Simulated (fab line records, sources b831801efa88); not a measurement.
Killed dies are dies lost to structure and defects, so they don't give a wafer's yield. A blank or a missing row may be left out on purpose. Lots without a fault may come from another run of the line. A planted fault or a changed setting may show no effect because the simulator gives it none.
fab line records | flow gf180mcu | part 2 of 2: steps 31 to 39 of 39
record lots=5 wafers=15 last_day=33
route steps=602 shown M2@373 V2@382 M3@409
lots that met no fault: from a run of the same line without faults
start_h: hours from the record's first day to the start of the lot's first wafer shown | wait_h: hours since the lot's step before | " the same as in the row above | L1.1+2: a row that stands for several wafers | - no value, or no start given | * or withheld: withheld | < > ~ a bound
route shown NAME@n: a module of which the file shows steps, and the number in the route of the first | usual: mean/standard deviation of fault-free wafers | same: alike in all rows | chamber/n: place in a boat | sites: the reading at each site | _std_site: their standard deviation | _edge_site: outer sites' mean less inner sites' | radius_mm: how far each site lies from the wafer's centre | mask NAME#n: copy n | behind: the tool/chamber that last shaped the wafer | hold: why the lot was held/for how many hours/how that ended | device: the transistor (n, p or np) that didn't switch | end of line: the same wafers' tests at the end of the route | a step without rows: its recipe alone | killed: dies lost to structure and defects at the first sort, not the wafer's yield | map: a wafer's dies, x killed, . not, _ none there
set.NAME: the setting as run; set.NAME@STEP: as run at that earlier step | model.NAME: the simulator's own value behind a step, which no gauge read
lots at some steps of the route; a table a step, a row a wafer
services: from which hour (start_h, from the record's first day; less than 0 if before it) a tool's chamber was out of use, for how many hours, and why
## steps
# step GF_V2_SPUTTER_21
# recipe material=Ti target_thk_nm=15 chamber_pressure_pa=5 power_w=2500 substrate_temp_c=200 time_s=80.02
# usual substrate_temp_c=199.99/0.14 throttle_valve_pct=29.9/1.4
# columns lot.wafer tool chamber start_h wait_h substrate_temp_c throttle_valve_pct
L078.2 pvd_sputter-01 - 494.68 0.0 200.09 31.5
L078.5 " - " " 199.86 29.2
L078.6 " - " " 199.78 31.0
L082.2 pvd_sputter-01 - 539.57 0.0 199.99 31.3
L082.4 " - " " 199.85 28.7
L082.6 " - " " 199.61 29.2
L083.3 pvd_sputter-04 - 544.32 0.0 200.05 29.9
L083.4 " - " " 199.96 30.3
L083.5 " - " " 199.99 30.1
L091.2 pvd_sputter-04 - 612.03 0.0 199.95 27.3
L091.4 " - " " 200.23 30.1
L091.6 " - " " 200.08 30.2
L092.1 pvd_sputter-02 - 624.62 0.0 199.96 29.4
L092.2 " - " " 200.03 28.4
L092.6 " - " " 199.93 29.8
# step GF_V2_SPUTTER_22
# recipe material=TiN target_thk_nm=10 chamber_pressure_pa=5 power_w=4000 time_s=40
# usual throttle_valve_pct=29.9/1.4
# columns lot.wafer tool chamber start_h wait_h throttle_valve_pct
L078.2 pvd_sputter-01 - 494.74 0.0 31.5
L078.5 " - " " 29.2
L078.6 " - " " 30.8
L082.2 pvd_sputter-01 - 539.64 0.0 31.4
L082.4 " - " " 28.8
L082.6 " - " " 29.4
L083.3 pvd_sputter-04 - 544.39 0.0 30.0
L083.4 " - " " 30.0
L083.5 " - " " 30.4
L091.2 pvd_sputter-04 - 612.09 0.0 27.1
L091.4 " - " " 30.1
L091.6 " - " " 30.2
L092.1 pvd_sputter-02 - 624.68 0.0 29.4
L092.2 " - " " 28.9
L092.6 " - " " 30.1
# step GF_V2_CVD_23
# recipe material=W target_thk_nm=350 time_s=104.94 temp_c=400 pressure_torr=40
# usual heater_power_w=828/98
# columns lot.wafer tool chamber start_h wait_h heater_power_w
L078.2 cvd_w-02 1 494.78 0.0 943
L078.5 " 0 " " 823
L078.6 " 1 " " 908
L082.2 cvd_w-01 1 539.67 0.0 850
L082.4 " 0 " " 659
L082.6 " 1 " " 865
L083.3 cvd_w-01 1 544.46 0.1 845
L083.4 " 0 " " 676
L083.5 " 0 " " 675
L091.2 cvd_w-02 0 612.13 0.0 801
L091.4 " 1 " " 948
L091.6 " 1 " " 949
L092.1 cvd_w-02 1 624.72 0.0 944
L092.2 " 0 " " 840
L092.6 " 0 " " 807
# step GF_V2_RS_MEAS_24
# recipe thk_meas_gauge=four-point-probe reads=W_of_V2_CVD_23+TiN_of_V2_SPUTTER_22+Ti_of_V2_SPUTTER_21
# usual V2_W_RS=0.325/0.0035
# columns lot.wafer tool chamber start_h wait_h V2_W_RS[ohm/sq]
L078.2 film_metro-01 - 494.92 0.1 0.324
L078.5 " - " " 0.323
L078.6 " - " " 0.326
L082.2 film_metro-04 - 539.81 0.1 0.323
L082.4 " - " " 0.328
L082.6 " - " " 0.322
L083.3 film_metro-03 - 544.58 0.1 0.319
L083.4 " - " " 0.322
L083.5 " - " " 0.324
L091.2 film_metro-03 - 612.26 0.1 0.326
L091.4 " - " " 0.329
L091.6 " - " " 0.331
L092.1 film_metro-04 - 624.84 0.1 0.330
L092.2 " - " " 0.326
L092.6 " - " " 0.326
# step GF_V2_THK_MEAS_25
# recipe thk_meas_gauge=xrf reads=W_of_V2_CVD_23
# usual V2_W_THK=353/5.7
# columns lot.wafer tool chamber start_h wait_h V2_W_THK[nm]
L078.2 film_metro-01 - 495.03 0.1 359
L078.5 " - " " 363
L078.6 " - " " 360
L082.2 film_metro-04 - 539.92 0.1 351
L082.4 " - " " 343
L082.6 " - " " 350
L083.3 film_metro-03 - 544.68 0.1 366
L083.4 " - " " 362
L083.5 " - " " 358
L091.2 film_metro-03 - 612.37 0.1 353
L091.4 " - " " 349
L091.6 " - " " 348
L092.1 film_metro-04 - 624.96 0.1 344
L092.2 " - " " 348
L092.6 " - " " 350
# step GF_V2_CMP_26
# recipe stop_on=SiO2 down_force_psi=3.5 platen_rpm=60 t_overpolish_s=15 target_thk_nm=0 pad_velocity_m_s=0.94248
# usual motor_current_A=12.2/0.68 overpolish_run_s=15.000/0.0087 time_to_endpoint_s=84/3.3
# columns lot.wafer tool chamber start_h wait_h motor_current_A overpolish_run_s time_to_endpoint_s
L078.2 cmp-02 1 495.08 0.0 11.8 15.015 87
L078.5 " 1 " " 12.0 15.009 86
L078.6 " 2 " " 12.2 14.987 88
L082.2 cmp-01 0 540.02 0.1 12.9 15.002 82
L082.4 " 2 " " 10.9 15.009 85
L082.6 " 0 " " 13.2 15.007 86
L083.3 cmp-02 1 544.82 0.1 12.1 15.007 85
L083.4 " 2 " " 11.9 15.011 84
L083.5 " 0 " " 12.2 14.994 85
L091.4 cmp-02 3 612.52 0.1 12.8 15.012 79
L091.2 " 0 " " 12.4 15.004 85
L091.6 " 1 " " 12.6 14.995 80
L092.1 cmp-02 2 627.95 3.0 12.1 15.006 84
L092.2 " 3 " " 13.7 15.001 84
L092.6 " 1 " " 12.5 15.002 84
# step GF_M3_SPUTTER_00
# recipe material=Ti target_thk_nm=37.5 arriving_ion_energy_ev=80 substrate_temp_c=200 chamber_pressure_pa=2 power_w=4000 time_s=150
# usual substrate_temp_c=199.99/0.17 throttle_valve_pct=30.3/1.3
# columns lot.wafer tool chamber start_h wait_h substrate_temp_c throttle_valve_pct
L078.2 pvd_sputter-04 - 495.38 0.2 200.11 30.3
L078.5 " - " " 199.66 27.2
L078.6 " - " " 200.19 29.7
L082.2 pvd_sputter-03 - 540.27 0.2 200.14 29.8
L082.4 " - " " 200.10 31.1
L082.6 " - " " 200.22 31.1
L083.3 pvd_sputter-03 - 545.02 0.1 200.15 31.0
L083.4 " - " " 200.32 30.0
L083.5 " - " " 199.66 32.2
L091.2 pvd_sputter-03 - 612.72 0.1 199.76 31.8
L091.4 " - " " 199.82 30.0
L091.6 " - " " 200.10 29.9
L092.1 pvd_sputter-01 - 628.17 0.2 199.99 31.8
L092.2 " - " " 200.39 29.1
L092.6 " - " " 199.75 31.6
# step GF_M3_SPUTTER_01
# recipe material=TiN target_thk_nm=30 power_w=6500 time_s=25 chamber_pressure_pa=0.4
# usual throttle_valve_pct=30.3/1.3
# columns lot.wafer tool chamber start_h wait_h throttle_valve_pct
L078.2 pvd_sputter-04 - 495.48 0.1 29.8
L078.5 " - " " 27.1
L078.6 " - " " 30.0
L082.2 pvd_sputter-03 - 540.37 0.1 30.0
L082.4 " - " " 31.2
L082.6 " - " " 31.1
L083.3 pvd_sputter-03 - 545.12 0.1 31.0
L083.4 " - " " 30.1
L083.5 " - " " 31.9
L091.2 pvd_sputter-03 - 612.82 0.1 31.8
L091.4 " - " " 30.1
L091.6 " - " " 29.9
L092.1 pvd_sputter-01 - 628.27 0.1 31.7
L092.2 " - " " 29.1
L092.6 " - " " 31.5
# step GF_M3_SPUTTER_02
# recipe material=AlCu target_thk_nm=450 power_w=10600 time_s=23.9 chamber_pressure_pa=0.4
# usual throttle_valve_pct=30.2/1.3
# columns lot.wafer tool chamber start_h wait_h throttle_valve_pct
L078.2 pvd_sputter-04 - 495.51 0.0 29.9
L078.5 " - " " 27.1
L078.6 " - " " 30.0
L082.2 pvd_sputter-03 - 540.40 0.0 30.1
L082.4 " - " " 31.3
L082.6 " - " " 31.0
L083.3 pvd_sputter-03 - 545.15 0.0 30.9
L083.4 " - " " 30.2
L083.5 " - " " 31.7
L091.2 pvd_sputter-03 - 612.86 0.0 31.7
L091.4 " - " " 30.2
L091.6 " - " " 30.0
L092.1 pvd_sputter-01 - 628.30 0.0 31.8
L092.2 " - " " 29.0
L092.6 " - " " 31.7
## services
# columns tool chamber start_h hours kind
pvd_sputter-01 - 434.88 4.9 repair
pvd_sputter-04 - 437.73 4.5 repair
krf_scanner-02 - 450.70 1.0 pm
rie_diel-02 - 452.75 0.2 repair
pvd_sputter-01 - 473.68 1.7 repair
krf_scanner-02 - 485.17 0.4 repair
krf_scanner-01 - 498.93 0.4 repair
krf_scanner-02 - 503.39 0.8 pm
krf_scanner-01 - 517.98 1.3 pm
pvd_sputter-04 - 524.49 0.7 repair
pvd_sputter-04 - 530.81 2.1 repair
krf_scanner-01 - 548.98 0.8 pm
krf_scanner-01 - 560.04 0.7 repair
pvd_sputter-01 - 568.82 0.5 repair
wet_bench-01 - 569.04 1.9 pm
krf_scanner-01 - 578.58 2.3 repair
krf_scanner-01 - 591.75 1.3 repair
krf_scanner-01 - 593.04 1.0 pm
cmp-02 - 593.05 4.1 repair
krf_scanner-01 - 596.91 3.6 pm
rie_diel-02 2 600.72 16.9 repair
krf_scanner-02 - 604.45 1.3 pm
krf_scanner-01 - 614.11 0.3 repair
cmp-02 - 618.42 6.4 repair
